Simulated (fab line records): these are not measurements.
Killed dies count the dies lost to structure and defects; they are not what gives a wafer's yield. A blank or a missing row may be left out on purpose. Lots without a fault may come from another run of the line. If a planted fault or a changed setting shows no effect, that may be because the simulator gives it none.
A sampling plan put to the test + flow sky130 + each of the 7 faults these records tell of, on one fab line, judged from the records of the lots it struck
The plan is the line's own looks: the steps of the route at which a gauge or an inspection reads the wafer and doesn't change it. A look is open to judgement when struck wafers have a number at it and the file gives its usual mean and standard deviation on fault-free wafers. Caught: a look later than the fault's first step finds the struck wafers' mean 4 or more of those standard deviations (sigma) from the usual mean. On the tool: the same test on the tool's own readings at the fault's steps. Another recipe on the struck wafers, or a record that is blank for them alone, also counts as caught.

## THE FAULTS, as the simulator had put them in
1. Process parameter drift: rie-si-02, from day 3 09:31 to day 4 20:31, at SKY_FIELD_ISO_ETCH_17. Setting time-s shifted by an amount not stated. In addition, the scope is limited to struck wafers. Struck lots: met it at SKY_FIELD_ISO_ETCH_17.
2. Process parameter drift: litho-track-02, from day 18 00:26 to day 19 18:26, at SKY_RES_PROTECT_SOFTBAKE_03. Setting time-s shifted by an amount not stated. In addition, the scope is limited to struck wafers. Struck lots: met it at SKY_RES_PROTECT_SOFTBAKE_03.
3. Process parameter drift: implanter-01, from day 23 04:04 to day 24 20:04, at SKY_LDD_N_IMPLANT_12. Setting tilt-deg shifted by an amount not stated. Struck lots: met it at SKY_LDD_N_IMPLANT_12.
4. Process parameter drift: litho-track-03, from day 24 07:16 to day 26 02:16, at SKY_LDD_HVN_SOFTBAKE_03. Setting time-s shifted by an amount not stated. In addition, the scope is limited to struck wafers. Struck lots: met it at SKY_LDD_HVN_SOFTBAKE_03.
5. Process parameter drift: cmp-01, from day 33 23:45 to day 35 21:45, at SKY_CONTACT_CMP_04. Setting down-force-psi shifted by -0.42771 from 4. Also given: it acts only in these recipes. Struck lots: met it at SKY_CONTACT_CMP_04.
6. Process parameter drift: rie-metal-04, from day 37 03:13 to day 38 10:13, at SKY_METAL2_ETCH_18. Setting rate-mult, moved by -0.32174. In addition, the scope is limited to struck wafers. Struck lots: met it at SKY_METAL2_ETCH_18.
7. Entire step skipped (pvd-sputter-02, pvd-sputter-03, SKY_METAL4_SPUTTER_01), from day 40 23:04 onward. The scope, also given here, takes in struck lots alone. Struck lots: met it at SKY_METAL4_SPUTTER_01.

## WHAT THE PLAN SAW
| fault | on the tool itself                               | first look that catches it                      | reading, sigma | median hours from its first step to that look | hours from the fault's start to the first struck lot there | judged looks passed uncaught |
|-------|--------------------------------------------------|-------------------------------------------------|----------------|-----------------------------------------------|------------------------------------------------------------|------------------------------|
| 1     | run-length-s -87 sigma                           | none of the 2 looks that can be judged after it | -              | -                                             | -                                                          | 2                            |
| 2     | heater-power-total-W +53 sigma                   | not the one look that can be judged after it    | -              | -                                             | -                                                          | 1                            |
| 3     | tilt-deg -99 or beyond sigma                     | not the one look that can be judged after it    | -              | -                                             | -                                                          | 1                            |
| 4     | run-length-s +19 sigma                           | not the one look that can be judged after it    | -              | -                                             | -                                                          | 1                            |
| 5     | head-pressure-psi -44 sigma                      | no look after it can be judged                  | -              | -                                             | -                                                          | 0                            |
| 6     | oes-product-au -14 sigma                         | no look after it can be judged                  | -              | -                                             | -                                                          | 0                            |
| 7     | the tool's record is blank for the struck wafers | no look after it can be judged                  | -              | -                                             | -                                                          | 0                            |
A dash: the fault isn't caught, or these records don't give the number.

Caught at a look: 0 of 7. Caught on the tool: 7 of 7. By one or the other: 7 of 7.
Faults caught by the tool alone: 1, 2, 3, 4, 5, 6, 7.
